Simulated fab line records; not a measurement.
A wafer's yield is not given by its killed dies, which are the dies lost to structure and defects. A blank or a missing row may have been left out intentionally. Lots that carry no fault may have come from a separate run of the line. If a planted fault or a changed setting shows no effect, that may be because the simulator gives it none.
fab line records	flow gf180mcu	part 1 of 2: steps 1 to 25 of 33
record: lots: 5	wafers: 15	lastDay: 33
route steps=602 shown V1@336 M2@362
lots that met no fault: taken from a fault-free run of the same line
startH: hours from the record's first day to the start of the lot's first wafer shown	waitH: hours elapsed since this lot's preceding step	" repeats the value in the row above	L1.1+2: several wafers, shown together as one row	- either no value or no given start	* or withheld: withheld	< > ~ a bound
route shown NAME@n: names a module that has steps shown in the file, with the first one's number in the route	usual: the fault-free wafers' mean and standard deviation	same: alike in all rows	chamber/n: place in a boat	sites: per-site readings	_std_site: the standard deviation of these	_edge_site: mean of outer sites minus mean of inner sites	radiusMm: for every site, how far away it sits from the centre of the wafer	mask NAME#n: copy n	behind: the most recent tool/chamber to have shaped the wafer	hold: cause of the lot's hold/its duration in hours/its outcome	device: transistor that didn't switch, given as n, p or np	end of line: tests run on the same wafers once the route is complete	step lacking rows: just its recipe	killed: not the wafer's yield, but the dies lost to structure and defects at the first sort	map: the dies of a wafer, with x for killed, . for not killed, _ for no die there
set.NAME: the setting the step ran with; set.NAME@STEP: the setting that earlier step ran with	model.NAME: the simulator's own value behind a step, which no gauge read
lots seen at some steps along the route; tables by step, rows by wafer
services: when a tool's chamber went out of use (startH, in hours from the record's first day, below 0 if earlier), for how many hours, and the reason
== steps ==
step: GF_V1_THK_MEAS_01
recipe: reads: SiO2_of_V1_CVD_00
usual: V1_CVD_00_THK: 602/6.1
lot.wafer	tool	chamber	startH	waitH	V1_CVD_00_THK[nm]
L083.4	filmMetro-04	-	477.51	0.0	598
L083.5	"	-	"	"	597
L083.6	"	-	"	"	609
L081.4	filmMetro-02	-	477.68	0.0	615
L081.5	"	-	"	"	608
L081.6	"	-	"	"	603
L082.1	filmMetro-03	-	478.06	0.0	596
L082.3	"	-	"	"	594
L082.5	"	-	"	"	595
L088.2	filmMetro-03	-	508.40	0.0	607
L088.3	"	-	"	"	604
L088.6	"	-	"	"	595
L090.1	filmMetro-04	-	532.37	0.0	604
L090.2	"	-	"	"	601
L090.6	"	-	"	"	592
step: GF_V1_CVD_02
recipe: material: SiO2	targetThkNm: 850	precursor: TEOS	tempC: 400	timeS: 94.851	rfW: 600
usual: heaterPowerW: 703/100
lot.wafer	tool	chamber	startH	waitH	heaterPowerW	sinceWetCleanH
L083.4	pecvd-01	2	477.57	0.1	525	-
L083.5	"	1	"	"	718	-
L083.6	"	0	"	"	767	-
L081.4	pecvd-03	1	477.74	0.1	785	-
L081.5	"	2	"	"	516	-
L081.6	"	0	"	"	649	-
L082.1	pecvd-04	2	478.12	0.1	727	512
L082.3	"	0	"	"	828	512
L082.5	"	2	"	"	779	-
L088.2	pecvd-04	0	508.45	0.0	884	542
L088.3	"	1	"	"	712	542
L088.6	"	1	"	"	713	-
L090.1	pecvd-04	1	532.43	0.1	710	566
L090.2	"	2	"	"	752	566
L090.6	"	2	"	"	824	-
step: GF_V1_THK_MEAS_03
recipe: reads: SiO2_of_V1_CVD_02
usual: V1_CVD_02_THK: 851/13
lot.wafer	tool	chamber	startH	waitH	V1_CVD_02_THK[nm]
L083.4	filmMetro-03	-	477.64	0.0	854
L083.5	"	-	"	"	866
L083.6	"	-	"	"	866
L081.4	filmMetro-03	-	477.81	0.0	847
L081.5	"	-	"	"	854
L081.6	"	-	"	"	859
L082.1	filmMetro-04	-	478.19	0.0	843
L082.3	"	-	"	"	855
L082.5	"	-	"	"	858
L088.2	filmMetro-03	-	508.53	0.0	836
L088.3	"	-	"	"	852
L088.6	"	-	"	"	853
L090.1	filmMetro-03	-	532.52	0.1	851
L090.2	"	-	"	"	834
L090.6	"	-	"	"	851
step: GF_V1_CMP_04
recipe: material: SiO2	downForcePsi: 4	platenRpm: 60	padVelocityMS: 0.94248
usual: motorCurrentA: 11.7/0.94	retainingRingPressureFrac: 1.000/0.0044	slurryFlowMlMin: 150.0/0.46	timeToEndpointS: 84/6.5
lot.wafer	tool	chamber	startH	waitH	motorCurrentA	retainingRingPressureFrac	slurryFlowMlMin	timeToEndpointS
L083.4	cmp-02	3	477.82	0.2	12.0	1.009	150.2	83
L083.6	"	0	"	"	11.3	1.005	149.5	92
L083.5	"	1	"	"	12.9	1.000	150.1	84
L081.4	cmp-01	3	478.00	0.2	11.6	1.002	150.1	77
L081.5	"	0	"	"	11.9	0.994	150.1	78
L081.6	"	1	"	"	13.1	1.005	150.3	90
L082.3	cmp-02	2	478.25	0.0	9.4	1.004	149.8	88
L082.1	"	0	"	"	11.0	0.995	149.9	88
L082.5	"	2	"	"	9.3	1.002	150.1	89
L088.2	cmp-02	0	508.58	0.0	11.8	0.998	150.7	85
L088.3	"	2	"	"	10.1	1.002	149.8	84
L088.6	"	1	"	"	12.8	1.000	149.9	79
L090.1	cmp-02	0	532.68	0.1	10.6	1.006	150.4	91
L090.2	"	1	"	"	12.3	0.997	149.5	76
L090.6	"	3	"	"	11.7	0.994	150.1	88
step: GF_V1_BOW_MEAS_05
recipe: mode: bow
usual: V1_BOW: 82/8.5
lot.wafer	tool	chamber	startH	waitH	V1_BOW[um]
L083.4	filmMetro-02	-	478.03	0.2	80
L083.5	"	-	"	"	71
L083.6	"	-	"	"	90
L081.4	filmMetro-02	-	478.21	0.2	71
L081.5	"	-	"	"	86
L081.6	"	-	"	"	71
L082.1	filmMetro-02	-	478.55	0.1	109
L082.3	"	-	"	"	96
L082.5	"	-	"	"	78
L088.2	filmMetro-03	-	508.90	0.3	93
L088.3	"	-	"	"	80
L088.6	"	-	"	"	79
L090.1	filmMetro-04	-	532.88	0.1	95
L090.2	"	-	"	"	72
L090.6	"	-	"	"	79
step: GF_V1_DEHYDRATE_06
recipe: tempC: 200	timeS: 60
usual: exhaustPa: 45.0/0.88
lot.wafer	tool	chamber	startH	waitH	exhaustPa
L083.4	lithoTrack-04	0	488.38	10.3	44.7
L083.5	"	0	"	"	45.2
L083.6	"	0	"	"	44.8
L081.4	lithoTrack-04	0	489.13	10.9	44.2
L081.5	"	0	"	"	44.8
L081.6	"	0	"	"	44.7
L082.1	lithoTrack-03	0	489.73	11.2	45.5
L082.3	"	0	"	"	45.5
L082.5	"	0	"	"	45.7
L088.2	lithoTrack-03	0	520.36	11.4	45.0
L088.3	"	0	"	"	45.3
L088.6	"	0	"	"	43.6
L090.1	lithoTrack-03	0	543.63	10.7	46.5
L090.2	"	0	"	"	44.9
L090.6	"	0	"	"	45.1
step: GF_V1_HMDS_07
recipe: primeTimeS: 60	primeTempC: 120
usual: exhaustPa: 45.0/0.93
lot.wafer	tool	chamber	startH	waitH	exhaustPa
L083.4	lithoTrack-04	0	488.53	0.1	44.9
L083.5	"	0	"	"	45.6
L083.6	"	0	"	"	44.4
L081.4	lithoTrack-04	0	489.28	0.1	44.5
L081.5	"	0	"	"	43.5
L081.6	"	0	"	"	44.1
L082.1	lithoTrack-03	0	489.88	0.1	44.9
L082.3	"	0	"	"	45.9
L082.5	"	0	"	"	45.4
L088.2	lithoTrack-03	0	520.51	0.1	45.0
L088.3	"	0	"	"	44.8
L088.6	"	0	"	"	46.7
L090.1	lithoTrack-03	0	543.78	0.1	45.5
L090.2	"	0	"	"	44.2
L090.6	"	0	"	"	45.8
step: GF_V1_COAT_08
recipe: resist: BARC	tempC: withheld	timeS: withheld	spinRpm: withheld	resistThkNm: withheld
usual: exhaustPa: 44.9/1
lot.wafer	tool	chamber	startH	waitH	exhaustPa
L083.4	lithoTrack-04	0	488.68	0.1	44.6
L083.5	"	0	"	"	45.5
L083.6	"	0	"	"	45.3
L081.4	lithoTrack-04	0	489.43	0.1	42.8
L081.5	"	0	"	"	44.3
L081.6	"	0	"	"	45.2
L082.1	lithoTrack-03	0	490.03	0.1	42.9
L082.3	"	0	"	"	44.2
L082.5	"	0	"	"	43.7
L088.2	lithoTrack-03	0	520.66	0.1	45.0
L088.3	"	0	"	"	47.3
L088.6	"	0	"	"	46.0
L090.1	lithoTrack-03	0	543.93	0.1	45.4
L090.2	"	0	"	"	46.1
L090.6	"	0	"	"	45.5
step: GF_V1_COAT_09
recipe: resist: KrF	spinRpm: withheld	resistThkNm: 1000
usual: exhaustPa: 45.0/1
lot.wafer	tool	chamber	startH	waitH	exhaustPa
L083.4	lithoTrack-04	0	-	-	45.3
L083.5	"	0	"	"	44.0
L083.6	"	0	"	"	46.2
L081.4	lithoTrack-04	0	-	-	43.2
L081.5	"	0	"	"	42.3
L081.6	"	0	"	"	44.2
L082.1	lithoTrack-03	0	-	-	45.5
L082.3	"	0	"	"	45.8
L082.5	"	0	"	"	44.7
L088.2	lithoTrack-03	0	-	-	44.1
L088.3	"	0	"	"	44.4
L088.6	"	0	"	"	44.7
L090.1	lithoTrack-03	0	-	-	43.1
L090.2	"	0	"	"	44.7
L090.6	"	0	"	"	43.8
step: GF_V1_SOFTBAKE_10
recipe: tempC: 130	timeS: 60	resist: KrF
usual: exhaustPa: 44.9/0.8
lot.wafer	tool	chamber	startH	waitH	exhaustPa
L083.4	lithoTrack-04	0	-	-	45.2
L083.5	"	0	"	"	43.6
L083.6	"	0	"	"	45.1
L081.4	lithoTrack-04	0	-	-	45.2
L081.5	"	0	"	"	43.8
L081.6	"	0	"	"	45.6
L082.1	lithoTrack-03	0	-	-	45.4
L082.3	"	0	"	"	45.0
L082.5	"	0	"	"	45.8
L088.2	lithoTrack-03	0	-	-	43.4
L088.3	"	0	"	"	43.0
L088.6	"	0	"	"	44.0
L090.1	lithoTrack-03	0	-	-	44.5
L090.2	"	0	"	"	44.3
L090.6	"	0	"	"	42.6
step: GF_V1_EXPOSE_11
recipe: maskId: Via1	targetCdNm: 260	na: 0.68	sourceShape: conventional	sigmaOuter: 0.6	doseMj: 38
usual: focusOffsetNm: 0.0/0.58
lot.wafer	tool	chamber	startH	waitH	mask	focusOffsetNm
L083.4	krfScanner-01	0	-	-	Via1#0	-1.1
L083.5	"	0	"	"	Via1#0	-0.8
L083.6	"	0	"	"	Via1#0	-1.2
L081.4	krfScanner-01	0	-	-	Via1#0	-0.4
L081.5	"	0	"	"	Via1#0	-0.7
L081.6	"	0	"	"	Via1#0	-0.4
L082.1	krfScanner-02	0	-	-	Via1#0	-0.9
L082.3	"	0	"	"	Via1#0	-0.3
L082.5	"	0	"	"	Via1#0	-0.4
L088.2	krfScanner-01	0	-	-	Via1#0	0.0
L088.3	"	0	"	"	Via1#0	0.3
L088.6	"	0	"	"	Via1#0	0.1
L090.1	krfScanner-01	0	-	-	Via1#0	0.8
L090.2	"	0	"	"	Via1#0	0.3
L090.6	"	0	"	"	Via1#0	1.0
step: GF_V1_PEB_12
recipe: pebTempC: 135	pebTimeS: 90	resist: KrF
usual: exhaustPa: 45.1/0.89
same: pebTimeS: 90
lot.wafer	tool	chamber	startH	waitH	exhaustPa
L083.4	lithoTrack-04	0	-	-	43.9
L083.5	"	0	"	"	45.3
L083.6	"	0	"	"	45.2
L081.4	lithoTrack-04	0	-	-	46.5
L081.5	"	0	"	"	45.6
L081.6	"	0	"	"	46.8
L082.1	lithoTrack-03	0	-	-	44.9
L082.3	"	0	"	"	45.4
L082.5	"	0	"	"	46.0
L088.2	lithoTrack-02	0	-	-	44.9
L088.3	"	0	"	"	44.2
L088.6	"	0	"	"	44.8
L090.1	lithoTrack-02	0	-	-	44.7
L090.2	"	0	"	"	44.9
L090.6	"	0	"	"	46.4
step: GF_V1_DEVELOP_13
recipe: developTimeS: 60	resist: KrF	devTempC: 21
usual: exhaustPa: 45.0/0.91
lot.wafer	tool	chamber	startH	waitH	exhaustPa
L083.4	lithoTrack-04	0	501.03	0.1	43.2
L083.5	"	0	"	"	44.3
L083.6	"	0	"	"	43.5
L081.4	lithoTrack-04	0	501.38	0.1	45.3
L081.5	"	0	"	"	46.4
L081.6	"	0	"	"	45.2
L082.1	lithoTrack-03	0	502.03	0.2	44.5
L082.3	"	0	"	"	45.7
L082.5	"	0	"	"	45.8
L088.2	lithoTrack-02	0	531.72	0.2	45.2
L088.3	"	0	"	"	44.4
L088.6	"	0	"	"	44.3
L090.1	lithoTrack-02	0	554.84	0.2	45.0
L090.2	"	0	"	"	44.6
L090.6	"	0	"	"	46.1
step: GF_V1_CD_MEAS_14
recipe: targetCdNm: 260
usual: cdNm: 259.9/1.3
lot.wafer	tool	chamber	startH	waitH	cdNm
L083.4	cdSem-02	-	501.17	0.1	261.6
L083.5	"	-	"	"	261.8
L083.6	"	-	"	"	261.3
L081.4	cdSem-02	-	501.52	0.1	261.2
L081.5	"	-	"	"	259.7
L081.6	"	-	"	"	260.4
L082.1	cdSem-01	-	502.18	0.1	259.8
L082.3	"	-	"	"	259.1
L082.5	"	-	"	"	258.7
L088.2	cdSem-02	-	531.86	0.1	260.5
L088.3	"	-	"	"	261.1
L088.6	"	-	"	"	262.1
L090.1	cdSem-01	-	554.99	0.1	262.4
L090.2	"	-	"	"	262.4
L090.6	"	-	"	"	261.2
step: GF_V1_OVL_MEAS_15
usual: V1_OVL: 1/5
lot.wafer	tool	chamber	startH	waitH	V1_OVL[nm]
L083.4	overlay-01	-	501.25	0.1	18
L083.5	"	-	"	"	4
L083.6	"	-	"	"	12
L081.4	overlay-02	-	501.60	0.1	6
L081.5	"	-	"	"	0
L081.6	"	-	"	"	4
L082.1	overlay-02	-	502.30	0.1	-4
L082.3	"	-	"	"	-9
L082.5	"	-	"	"	-6
L088.2	overlay-01	-	531.97	0.1	5
L088.3	"	-	"	"	9
L088.6	"	-	"	"	2
L090.1	overlay-02	-	555.11	0.1	6
L090.2	"	-	"	"	4
L090.6	"	-	"	"	-3
step: GF_V1_ETCH_16
recipe: chemistry: N2/H2	targetDepthA: withheld	overetchA: withheld	timeS: withheld	target: BARC	ionEnergyEv: 200	sourceW: 500	biasW: 100	pressureMtorr: 30	n2FlowSccm: 100	h2FlowSccm: 200
usual: drypumpMotorCurrentA: 5.8/0.44	h2FlowSccm: 199.9/0.57	oesProductAu: 0.855/0.0046	throttleValvePct: 13.226/0.0083
lot.wafer	tool	chamber	startH	waitH	drypumpMotorCurrentA	h2FlowSccm	oesProductAu	throttleValvePct
L083.4	rieDiel-01	0	501.26	0.0	4.9	199.7	0.852	13.211
L083.5	"	3	"	"	5.3	199.4	0.853	13.211
L083.6	"	2	"	"	5.6	200.0	0.854	13.222
L081.4	rieDiel-03	2	501.61	0.0	6.1	200.6	0.856	13.225
L081.5	"	2	"	"	6.1	200.3	0.849	13.214
L081.6	"	1	"	"	5.3	199.9	0.850	13.212
L082.1	rieDiel-02	2	502.34	0.0	5.9	200.1	0.858	13.227
L082.3	"	3	"	"	6.2	199.7	0.853	13.217
L082.5	"	3	"	"	6.2	199.5	0.850	13.220
L088.2	rieDiel-01	3	532.00	0.0	5.4	199.8	0.855	13.233
L088.3	"	0	"	"	5.0	199.3	0.851	13.227
L088.6	"	0	"	"	4.9	198.9	0.850	13.234
L090.1	rieDiel-03	3	555.15	0.0	5.6	199.8	0.859	13.231
L090.2	"	2	"	"	6.1	200.5	0.855	13.235
L090.6	"	3	"	"	5.6	200.2	0.855	13.234
step: GF_V1_ETCH_17
recipe: chemistry: C4F8/O2/Ar	maskMaterial: KrF	target: SiO2	stopOn: TiN	sourceW: 1500	biasW: 1200	pressureMtorr: 40	c4f8FlowSccm: withheld	O2_flow_sccm: 6	Ar_flow_sccm: 300	timeS: withheld	targetDepthA: 6300
usual: oesProductAu: 0.856/0.0043
lot.wafer	tool	chamber	startH	waitH	oesProductAu
L083.4	rieDiel-01	0	-	-	0.855
L083.5	"	3	"	"	0.852
L083.6	"	2	"	"	0.857
L081.4	rieDiel-03	2	-	-	0.848
L081.5	"	2	"	"	0.855
L081.6	"	1	"	"	0.855
L082.1	rieDiel-02	2	-	-	0.857
L082.3	"	3	"	"	0.853
L082.5	"	3	"	"	0.854
L088.2	rieDiel-01	3	-	-	0.858
L088.3	"	0	"	"	0.854
L088.6	"	0	"	"	0.858
L090.1	rieDiel-03	3	-	-	0.855
L090.2	"	2	"	"	0.847
L090.6	"	3	"	"	0.855
step: GF_V1_STRIP_18
recipe: chemistry: O2/N2	powerW: 1400	pressureMtorr: 1500	platenTempC: 250	o2FlowSccm: 3000	n2FlowSccm: 300	overashFraction: 0.5
usual: drypumpMotorCurrentA: 5.86/0.15	heaterPowerW: 335/33	oesProductAu: 0.593/0.0052
lot.wafer	tool	chamber	startH	waitH	drypumpMotorCurrentA	heaterPowerW	oesProductAu	rfHoursCounterH
L083.4	plasmaAsher-02	1	501.43	-	5.90	270	0.593	-
L083.5	"	1	"	"	5.89	286	0.599	-
L083.6	"	0	"	"	5.96	385	0.586	-
L081.4	plasmaAsher-02	1	501.78	-	5.87	283	0.590	-
L081.5	"	0	"	"	6.00	387	0.589	-
L081.6	"	1	"	"	5.87	277	0.595	-
L082.1	plasmaAsher-04	0	502.47	-	5.84	342	0.596	8
L082.3	"	1	"	"	5.64	322	0.593	-
L082.5	"	1	"	"	5.65	323	0.592	-
L088.2	plasmaAsher-03	1	532.13	-	5.87	351	0.591	76
L088.3	"	1	"	"	5.87	355	0.600	-
L088.6	"	0	"	"	6.12	325	0.603	-
L090.1	plasmaAsher-04	1	555.28	-	5.63	318	0.590	13
L090.2	"	0	"	"	5.87	330	0.594	13
L090.6	"	0	"	"	5.85	338	0.594	-
step: GF_V1_STRIP_19
recipe: chemistry: postEtchResidueRemover	timeS: 1200	tempC: 72.5
lot.wafer	tool	chamber	startH	waitH
L083.4+5+6	wetBench-02	1	501.49	0.0
L081.4+5+6	wetBench-04	0	501.84	0.0
L082.1+3+5	wetBench-01	0	502.57	0.1
L088.2+3+6	wetBench-01	3	532.23	0.1
L090.1+2+6	wetBench-02	0	555.38	0.1
step: GF_V1_CLEAN_20
recipe: chemistry: DIW	dry: n2Spin
lot.wafer	tool	chamber	startH	waitH
L083.4+5+6	wetBench-01	3	501.83	0.0
L081.4+5+6	wetBench-02	0	502.18	0.0
L082.1+3+5	wetBench-02	2	502.91	0.0
L088.2+3+6	wetBench-04	3	532.57	0.0
L090.1+2+6	wetBench-04	0	555.75	0.0
step: GF_V1_SPUTTER_21
recipe: material: Ti	targetThkNm: 15	chamberPressurePa: 5	powerW: 2500	substrateTempC: 200	timeS: 80.02
usual: cathodeDcPowerW: 2500.0/0.47	throttleValvePct: 30.0/1.2
lot.wafer	tool	chamber	startH	waitH	cathodeDcPowerW	throttleValvePct
L083.4	pvdSputter-03	-	501.93	0.0	2500.3	29.9
L083.5	"	-	"	"	2500.2	31.2
L083.6	"	-	"	"	2500.6	30.0
L081.4	pvdSputter-02	-	502.28	0.0	2499.8	27.3
L081.5	"	-	"	"	2500.3	29.6
L081.6	"	-	"	"	2500.7	27.5
L082.1	pvdSputter-02	-	503.00	0.0	2500.4	27.6
L082.3	"	-	"	"	2500.5	30.3
L082.5	"	-	"	"	2500.4	27.5
L088.2	pvdSputter-02	-	532.66	0.0	2499.5	30.2
L088.3	"	-	"	"	2499.6	27.5
L088.6	"	-	"	"	2500.0	27.6
L090.1	pvdSputter-01	-	555.84	0.0	2500.4	32.0
L090.2	"	-	"	"	2500.2	31.3
L090.6	"	-	"	"	2499.9	30.8
step: GF_V1_SPUTTER_22
recipe: material: TiN	targetThkNm: 10	chamberPressurePa: 5	powerW: 4000	timeS: 40
usual: cathodeDcPowerW: 3999.9/0.79	throttleValvePct: 30.0/1.2
lot.wafer	tool	chamber	startH	waitH	cathodeDcPowerW	throttleValvePct
L083.4	pvdSputter-03	-	501.99	0.0	4000.8	30.3
L083.5	"	-	"	"	4000.2	31.4
L083.6	"	-	"	"	3999.8	29.9
L081.4	pvdSputter-02	-	502.34	0.0	3998.7	27.4
L081.5	"	-	"	"	4000.3	30.0
L081.6	"	-	"	"	4001.1	27.7
L082.1	pvdSputter-02	-	503.06	0.0	3999.8	27.6
L082.3	"	-	"	"	4000.8	30.6
L082.5	"	-	"	"	3999.7	27.6
L088.2	pvdSputter-02	-	532.72	0.0	3999.8	30.0
L088.3	"	-	"	"	3999.7	27.3
L088.6	"	-	"	"	3999.3	27.7
L090.1	pvdSputter-01	-	555.90	0.0	4000.6	31.5
L090.2	"	-	"	"	3999.9	31.3
L090.6	"	-	"	"	4000.4	30.6
step: GF_V1_CVD_23
recipe: material: W	targetThkNm: 350	timeS: 105.05	tempC: 400	pressureTorr: 40
usual: heaterPowerW: 839/71
lot.wafer	tool	chamber	startH	waitH	heaterPowerW	sinceWetCleanH
L083.4	cvdW-02	0	502.14	0.1	802	-
L083.5	"	0	"	"	833	-
L083.6	"	0	"	"	828	-
L081.4	cvdW-01	0	502.41	0.1	764	-
L081.5	"	1	"	"	978	-
L081.6	"	0	"	"	737	-
L082.1	cvdW-01	1	503.10	0.0	944	99
L082.3	"	0	"	"	761	-
L082.5	"	0	"	"	761	-
L088.2	cvdW-02	1	532.76	0.0	844	629
L088.3	"	0	"	"	827	-
L088.6	"	1	"	"	847	-
L090.1	cvdW-02	0	555.94	0.0	828	652
L090.2	"	1	"	"	844	652
L090.6	"	0	"	"	811	-
step: GF_V1_RS_MEAS_24
recipe: thkMeasGauge: four-point-probe	reads: W_of_V1_CVD_23+TiN_of_V1_SPUTTER_22+Ti_of_V1_SPUTTER_21
usual: V1_W_RS: 0.327/0.0065
lot.wafer	tool	chamber	startH	waitH	V1_W_RS[ohm/sq]
L083.4	filmMetro-04	-	502.31	0.1	0.325
L083.5	"	-	"	"	0.330
L083.6	"	-	"	"	0.328
L081.4	filmMetro-03	-	502.55	0.1	0.328
L081.5	"	-	"	"	0.319
L081.6	"	-	"	"	0.327
L082.1	filmMetro-04	-	503.21	0.1	0.318
L082.3	"	-	"	"	0.323
L082.5	"	-	"	"	0.321
L088.2	filmMetro-03	-	532.89	0.1	0.332
L088.3	"	-	"	"	0.323
L088.6	"	-	"	"	0.332
L090.1	filmMetro-03	-	556.05	0.1	0.326
L090.2	"	-	"	"	0.334
L090.6	"	-	"	"	0.327
step: GF_V1_THK_MEAS_25
recipe: thkMeasGauge: xrf	reads: W_of_V1_CVD_23
usual: V1_W_THK: 342/7.2
lot.wafer	tool	chamber	startH	waitH	V1_W_THK[nm]
L083.4	filmMetro-04	-	502.40	0.1	348
L083.5	"	-	"	"	348
L083.6	"	-	"	"	344
L081.4	filmMetro-03	-	502.64	0.1	337
L081.5	"	-	"	"	346
L081.6	"	-	"	"	337
L082.1	filmMetro-04	-	503.33	0.1	355
L082.3	"	-	"	"	350
L082.5	"	-	"	"	354
L088.2	filmMetro-03	-	533.00	0.1	334
L088.3	"	-	"	"	342
L088.6	"	-	"	"	334
L090.1	filmMetro-03	-	556.17	0.1	341
L090.2	"	-	"	"	333
L090.6	"	-	"	"	340
